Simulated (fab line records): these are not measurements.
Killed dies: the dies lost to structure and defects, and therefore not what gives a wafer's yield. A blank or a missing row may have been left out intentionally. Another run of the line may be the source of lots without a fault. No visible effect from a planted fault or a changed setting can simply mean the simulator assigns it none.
One fault seen from 2 desks | flow gf180mcu | each desk has only its own numbers; what lay behind them comes last

## TOOL OWNER'S DESK, pvd_sputter-04
The tool's own readings at GF_MIM_SPUTTER_08 (material AlCu, target thk 200 nm, time 10.6 s): means of the sampled wafers that have a number, for each lot that ran on this tool. Any lot whose mean is over 4 standard deviations away from the usual mean is out of limits and marked OUT; that distance is given in the brackets.
Columns: A = cathode_dc_power_W at GF_MIM_SPUTTER_08, usual 10600 W; B = throttle_valve_pct at GF_MIM_SPUTTER_08, usual 30.0 %
lot  | first seen here | A                       | B
L580 | day 25 01:40    | 10599                   | 30.6
L582 | day 26 06:58    | 10600                   | 30.1
L583 | day 26 14:02    | 10601                   | 29.6
L586 | day 27 11:16    | 10598                   | 30.7
L588 | day 28 01:04    | 10600                   | 29.5
L589 | day 28 10:40    | 10981 (+99 or more) OUT | 29.7
L590 | day 28 12:52    | 10982 (+99 or more) OUT | 31.1
L601 | day 31 09:59    | 10601                   | 29.9
Finding of this desk: L589, L590 out of limits; the first was L589 at day 28 10:40, on cathode_dc_power_W at GF_MIM_SPUTTER_08. In limits: L580, L582, L583, L586, L588, L601.

## METROLOGY DESK
Means of the sampled wafers that have a number, per lot and without regard to the tool the lot ran on: this is what the gauges read. Any lot whose mean is over 4 standard deviations away from the usual mean is out of limits and marked OUT; that distance is given in the brackets.
Columns: A = V4_W_RS at GF_V4_RS_MEAS_24, usual 0.330 ohm/sq; B = V4_W_THK at GF_V4_THK_MEAS_25, usual 332 nm; C = MIM_CVD_05_THK at GF_MIM_THK_MEAS_06, usual 41.9 nm; D = MIM_ALCU_RS at GF_MIM_RS_MEAS_10, usual 0.1610 ohm/sq; E = MIM_ALCU_THK at GF_MIM_THK_MEAS_11, usual 200.2 nm
lot  | first seen here | A     | B   | C    | D      | E
L580 | day 25 00:52    | 0.329 | 328 | 42.2 | 0.1593 | 203.8
L582 | day 26 06:09    | 0.332 | 330 | 41.8 | 0.1613 | 198.6
L583 | day 26 13:11    | 0.331 | 331 | 42.1 | 0.1628 | 199.2
L586 | day 27 10:26    | 0.328 | 335 | 42.4 | 0.1591 | 202.3
L588 | day 28 00:13    | 0.330 | 333 | 41.8 | 0.1607 | 200.5
L589 | day 28 09:51    | 0.331 | 331 | 41.9 | 0.1554 | 208.6
L590 | day 28 12:04    | 0.331 | 331 | 41.5 | 0.1551 | 208.1
L597 | day 30 06:05    | 0.326 | 342 | 42.1 | 0.1600 | 201.1
L598 | day 30 15:53    | 0.336 | 327 | 42.1 | 0.1602 | 202.1
L601 | day 31 09:09    | 0.325 | 335 | 42.0 | 0.1622 | 198.0
This desk found nothing out of limits on any of the 10 lots.

## PUT TOGETHER
At day 28 10:40, on L589, L590, the tool owner's desk was in a position to raise an alarm.
The metrology desk saw nothing out of limits.
The metrology desk holds a record of L589, L590, inside its limits.
GF_MIM_SPUTTER_08 was run on pvd_sputter-04 by each of the lots named.

## WHAT THE SIMULATOR PUT IN
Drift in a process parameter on pvd_sputter-04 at GF_MIM_SPUTTER_08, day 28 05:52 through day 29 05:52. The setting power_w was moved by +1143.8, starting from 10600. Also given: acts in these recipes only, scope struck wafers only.
Struck lots among those shown: L589, L590.
Hours from the fault's start to each desk's first reading out of limits: the tool owner's desk, 5.
